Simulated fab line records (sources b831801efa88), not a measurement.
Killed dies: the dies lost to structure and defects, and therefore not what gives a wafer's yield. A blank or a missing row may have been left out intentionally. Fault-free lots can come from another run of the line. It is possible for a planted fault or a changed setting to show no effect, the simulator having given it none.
A struck lot beside a sound one + flow sky130 + 28 steps out of a route of 708
Sound: wafers L829.1, L829.5, L829.6. Struck: wafer L836.5 (L836.2, L836.6, from the same lot, were not struck and are left out); the cause is given at the end.
At each step with rows: each side's tool, then ch and its chambers, then its first start. Under that, the readings that differ: sound wafers + struck wafers + difference of the means + sigmas: that difference in standard deviations of wafers without a fault.
alike: a reading whose means differ by less than 2 such deviations, as well as words and numbers matching on both sides. not compared: withheld readings; readings where some wafer has no value; bounds like >300 that might hide an equal value; numbers whose values overlap and for which the record gives no deviation.
The two part at a step that has a row with sigmas, a row that says differs or no value, or rows on one side only. Numbers that have no deviation but don't overlap get no sigmas and don't part them. A reading that every wafer of one side lacks parts them only if that side has two wafers or more.

first, 5 steps without rows for these wafers: SKY_VIA4_ETCH_12 (etches SiO2 in C4F8/O2/Ar, stops on TiN, target depth 580 nm); SKY_VIA4_STRIP_13 (strips in O2/N2); SKY_VIA4_STRIP_14 (strips in post etch residue remover, time 1200 s); SKY_VIA4_CLEAN_15 (cleans in IPA, time 180 s); SKY_VIA4_CLEAN_16 (cleans in O3/DIW).
SKY_VIA4_SPUTTER_17: material TiN, target thk 20 nm, time 80 s.
  sound: pvd sputter-01 at day 42 17:52; struck: pvd sputter-01 at day 44 22:19
  alike: throttle valve pct
then, 1 step without rows for these wafers: SKY_VIA4_CVD_18 (deposits W, target thk 505 nm, time 152.14 s).
SKY_VIA4_RS_MEAS_19: a four-point-probe measurement.
  sound: film metro-01 at day 42 18:05; struck: film metro-04 at day 44 22:33
  alike: VIA4_W_RS
SKY_VIA4_THK_MEAS_20: measures by xrf.
  sound: film metro-01 at day 42 18:12; struck: film metro-04 at day 44 22:40
| reading         | sound       | struck | difference | sigmas |
|-----------------|-------------|--------|------------|--------|
| VIA4_W_THK (nm) | 512 509 502 | 522    | +14        | +2     |
then, 1 step without rows for these wafers: SKY_VIA4_CMP_21 (polishes, stops on SiO2, t overpolish 25 s, target thk 0 nm).
SKY_METAL5_SPUTTER_00: material Ti, target thk 15 nm, time 10 s.
  sound: pvd sputter-02 at day 42 18:34; struck: pvd sputter-02 at day 44 23:01
  alike: throttle valve pct
then, 1 step without rows for these wafers: SKY_METAL5_SPUTTER_01 (material TiN, target thk 20 nm, time 16.7 s).
SKY_METAL5_SPUTTER_02: material AlCu, target thk 1150 nm, time 61.2 s.
  sound: pvd sputter-02 at day 42 18:36; struck: pvd sputter-02 at day 44 23:04
| reading                                     | sound          | struck | difference | sigmas |
|---------------------------------------------|----------------|--------|------------|--------|
| model.AlCu_of_METAL5_SPUTTER_02.thk nm (nm) | 1132 1157 1158 | 932.9  | -216.1     |        |
  alike: throttle valve pct
then, 1 step without rows for these wafers: SKY_METAL5_SPUTTER_03 (material Ti, target thk 5 nm, time 3.3 s).
SKY_METAL5_SPUTTER_04: material TiN, target thk 70 nm, time 58.3 s.
  sound: pvd sputter-02 at day 42 18:40; struck: pvd sputter-02 at day 44 23:08
  alike: throttle valve pct
SKY_METAL5_RS_MEAS_05: a four-point-probe measurement.
  sound: film metro-04 at day 42 18:43; struck: film metro-02 at day 44 23:12
| reading                 | sound                | struck | difference | sigmas |
|-------------------------|----------------------|--------|------------|--------|
| METAL5_ALCU_RS (ohm/sq) | 0.0275 0.0269 0.0269 | 0.0333 | +0.0062    | +18    |
SKY_METAL5_THK_MEAS_06: measures by xrf.
  sound: film metro-04 at day 42 18:50; struck: film metro-02 at day 44 23:19
| reading              | sound          | struck | difference | sigmas |
|----------------------|----------------|--------|------------|--------|
| METAL5_ALCU_THK (nm) | 1113 1140 1138 | 925    | -205       | -13    |
then, 7 steps without rows for these wafers: SKY_METAL5_DEHYDRATE_07 (time 60 s); SKY_METAL5_HMDS_08 (prime time 60 s); SKY_METAL5_COAT_09 (resist thk 1800 nm); SKY_METAL5_SOFTBAKE_10 (time 60 s); SKY_METAL5_EXPOSE_11 (exposes mask MM5, target cd 1600 nm); SKY_METAL5_PEB_12; SKY_METAL5_DEVELOP_13 (develop time 60 s).
SKY_METAL5_DESCUM_14: chemistry O2, time 11 s.
  sound on rie metal-04 ch 0,1, day 43 17:37; struck on rie metal-03 ch 0, day 45 19:46
  alike: drypump motor current A, oes product au
  not compared: rf hours counter h
SKY_METAL5_METAL_ETCH_15: etches the open film in Cl2/BCl3, stops on SiO2, target depth 1260 nm, time 252 s.
  sound on rie metal-04 ch 0,1, day 43 17:39; struck on rie metal-03 ch 0, day 45 19:48
| reading               | sound             | struck | difference | sigmas |
|-----------------------|-------------------|--------|------------|--------|
| oes product au (a.u.) | 0.904 0.897 0.894 | 0.804  | -0.094     | -18    |
  alike: drypump motor current A, throttle valve pct
  not compared: rf hours counter h
SKY_METAL5_STRIP_16: strips in O2/N2.
  sound on plasma asher-01 ch 0,1, day 43 17:53; struck on plasma asher-01 ch 0, day 45 20:02
  alike: drypump motor current A, oes product au, strip time to endpoint s
  not compared: rf hours counter h
SKY_PAD_OPEN_PROBE_99:
  sound: prober-01 at day 45 16:26; struck: prober-02 at day 47 15:18
| reading                      | sound                   | struck  | difference | sigmas |
|------------------------------|-------------------------|---------|------------|--------|
| model.etest.met5.rs ohm sq   | 0.0277 0.02704 0.02718  | 0.03396 | +0.00665   |        |
| model.etest.met5.line ohm um | 0.01729 0.01687 0.01696 | 0.02115 | +0.00411   |        |
  alike: defect limited yield, killed_at_M0_to_M3, killed_at_M4_up, killed at contacts, killed at front end, killed at other, killed dies, killed open, killed short, sort_bin_3_pad_short, sort_bin_5_function, sort_bin_6_memory, sort n pass, sort yield pct

== WHERE THEY PART ==
At SKY_VIA4_THK_MEAS_20 first; at SKY_METAL5_METAL_ETCH_15 last (within this record only). Later steps at which nothing parts them and some readings are alike: SKY_METAL5_STRIP_16, SKY_PAD_OPEN_PROBE_99.

WHY: what had been put in by the simulator
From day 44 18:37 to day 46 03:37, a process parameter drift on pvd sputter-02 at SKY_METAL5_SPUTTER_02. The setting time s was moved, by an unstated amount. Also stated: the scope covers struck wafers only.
